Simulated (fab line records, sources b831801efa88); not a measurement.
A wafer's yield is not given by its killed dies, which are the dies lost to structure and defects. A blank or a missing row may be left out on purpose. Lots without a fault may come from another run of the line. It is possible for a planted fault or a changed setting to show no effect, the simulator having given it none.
Which tool did it?    flow gf180mcu    18 wafers from 6 lots sampled at 3 of the route's 602 steps

== WHAT EACH GAUGE READ, for each wafer ==
GF_HV_LDD_CD_MEAS_31: the cd target is 400 nm.
lot   measured      on         cd_nm (nm)
L808  day 11 18:41  cd_sem-02  401.7 401.9 401.8
L814  day 14 00:14  cd_sem-01  400.1 400.9 400.5
L816  day 14 09:19  cd_sem-02  399.3 400.5 400.0
L818  day 15 06:01  cd_sem-02  400.5 402.4 401.1
L823  day 16 16:52  cd_sem-01  399.7 399.7 399.2
L826  day 17 16:05  cd_sem-02  416.4 414.8 415.3

== WHAT TOOL EACH LOT RAN ON (gives the tool, then ch and the chambers of the sampled wafers, and finally the start) ==
lot   GF_DUAL_GATE_STRIP_13                 GF_HV_LDD_EXPOSE_28
L808  plasma_asher-04 ch 0,1, day 8 14:55   iline_stepper-02 ch 0, day 11 10:05
L814  plasma_asher-03 ch 0,1, day 10 09:22  iline_stepper-01 ch 0, day 13 13:55
L816  plasma_asher-04 ch 0,1, day 10 20:40  iline_stepper-01 ch 0, day 13 23:07
L818  plasma_asher-01 ch 0,1, day 11 13:54  iline_stepper-02 ch 0, day 14 19:50
L823  plasma_asher-01 ch 0,1, day 12 22:22  iline_stepper-01 ch 0, day 16 05:52
L826  plasma_asher-04 ch 0,1, day 13 21:47  iline_stepper-02 ch 0, day 17 04:43
- GF_DUAL_GATE_STRIP_13: strips in O2/N2.
- GF_HV_LDD_EXPOSE_28: exposes mask Nplus HV AREA, target cd 400 nm.

== THE ANSWER, worked out from the rows above alone ==
Rule: what is usual is taken from the lots themselves. The widest of any qualifying gaps counts: lots, ordered by their means at a reading, are off when they make up no more than a third of the lots, leave a main group of 4 or more, and stand apart from it by 3 or more times the standard deviation of that group's means. A main group whose means are all the same, to the digits that the tables above print for the reading, isn't used. Also off: a lot with no number at a reading for which 4 or more lots have one. Any other lot the step has rows for is counted as sound.
Off, at GF_HV_LDD_CD_MEAS_31 on cd_nm: L826. The main group has a mean of 400.6 nm with a standard deviation of 0.84.
If a tool, at a process step before that reading, ran all the lots that are off and no sound lot after the first of them, it fits. Those tools and the gauges at GF_HV_LDD_CD_MEAS_31 are tried in the same way. Can't be told from this: 3 tools fit, plasma_asher-04 at GF_DUAL_GATE_STRIP_13, iline_stepper-02 at GF_HV_LDD_EXPOSE_28, cd_sem-02 at GF_HV_LDD_CD_MEAS_31.

== WHAT WAS PUT IN BY THE SIMULATOR ==
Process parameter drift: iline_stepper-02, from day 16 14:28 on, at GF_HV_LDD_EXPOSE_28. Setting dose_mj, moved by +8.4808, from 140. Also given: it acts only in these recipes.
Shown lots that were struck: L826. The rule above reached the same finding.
